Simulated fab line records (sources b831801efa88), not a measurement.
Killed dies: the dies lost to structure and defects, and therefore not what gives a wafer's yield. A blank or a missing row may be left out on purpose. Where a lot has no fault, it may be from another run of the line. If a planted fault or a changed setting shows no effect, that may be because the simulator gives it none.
Code-filled problem report in 8D (eight disciplines) form :: flow sfq-line :: the parts of the form that need people (team, actions taken, sign-off) are left out

1. WHAT WENT WRONG
run-length-s at SFQ_TRILAYER_I6_VIA_BARC_OPEN_VIA_ETCH_235 reads a mean of 72.9 s on 1 wafer of 1 lot; wafers without a fault read 69.9 s with a standard deviation of 0.43. That is +7.0 standard deviations from the usual mean.
The step: etches BARC in O2, target depth 125 nm, time 41.7 s.
First observed at day 75 17:40: wafer L953.2, on rie-diel-04. The record has a number at this step for 39 wafers belonging to 13 lots. Rule for "out" (also "out of limits"): further than 4 standard deviations from the usual mean. The rest of the wafers with a number are treated as sound.

2. WHAT IT IS; WHAT IT IS NOT
question: which readings at this step
is: run-length-s, oes-product-au
is not: drypump-motor-current-A

question: which lots
is: L953
is not: L933, L936, L937, L938, L939, L940, L941, L942, L943, L950, L955, L956

question: which wafers of those lots
is: L953.2
is not: L953.1, L953.4

question: read on which tools
is: rie-diel-04
is not: rie-diel-02, rie-diel-03

question: when
is: from day 75 17:40
is not: up to then (32 sound wafers); but 6 sound wafers of L955, L956 came after

3. THE SUSPECTS, EACH WITH WHAT RULES IT OUT
Counting: any tool at a process step up to the reading remains a suspect provided it ran every lot that is out. Sound lots after the first of them don't rule it out here, since some wafers of a struck lot are sound.
- rie-diel-04 at SFQ_TRILAYER_I6_VIA_BARC_OPEN_VIA_ETCH_235 (etches BARC in O2, target depth 125 nm, time 41.7 s): kept. It ran the lot that is out, L953 (day 75 17:40); its last sound lot up to then is L950 (day 74 17:55). On those wafers its own readings are out: oes-product-au, run-length-s.
- At SFQ_TRILAYER_I6_VIA_BARC_OPEN_VIA_ETCH_235, inside rie-diel-04: chamber 0 took the wafers that are out, while their sound lot-mates went through chambers 1, 2.
The count leaves rie-diel-04 at SFQ_TRILAYER_I6_VIA_BARC_OPEN_VIA_ETCH_235.

4. THE CAUSE (what the simulator had put in)
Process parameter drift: rie-diel-04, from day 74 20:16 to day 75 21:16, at SFQ_TRILAYER_I6_VIA_BARC_OPEN_VIA_ETCH_235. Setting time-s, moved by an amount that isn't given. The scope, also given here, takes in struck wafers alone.
After counting, this tool was the only one left.

5. THE EFFECT CHAIN, in route order
Each row: a reading whose mean over the struck wafers that have a number lies more than 3 standard deviations from the usual. Readings are gone through only where the record gives a usual standard deviation; hours: the median, over the lots, of the time from a lot's start at the first step in this table giving one to that lot's start at this step; sigmas: the change measured in usual standard deviations.
hours: 0
step: SFQ_TRILAYER_I6_VIA_BARC_OPEN_VIA_ETCH_235
reading: oes-product-au
usual: 0.685 a.u.
on struck wafers: 0.664
change: -0.021
sigmas: -4.7

hours: 0
step: SFQ_TRILAYER_I6_VIA_BARC_OPEN_VIA_ETCH_235
reading: run-length-s
usual: 69.9 s
on struck wafers: 72.9
change: +3.0
sigmas: +7.0
Its process steps:
- SFQ_TRILAYER_I6_VIA_BARC_OPEN_VIA_ETCH_235: etches BARC in O2, target depth 125 nm, time 41.7 s.

6. HOW IT WOULD HAVE BEEN CAUGHT EARLIER
In this record the first reading out of limits was taken at day 75 17:40, 21 hours after the fault began at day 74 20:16.
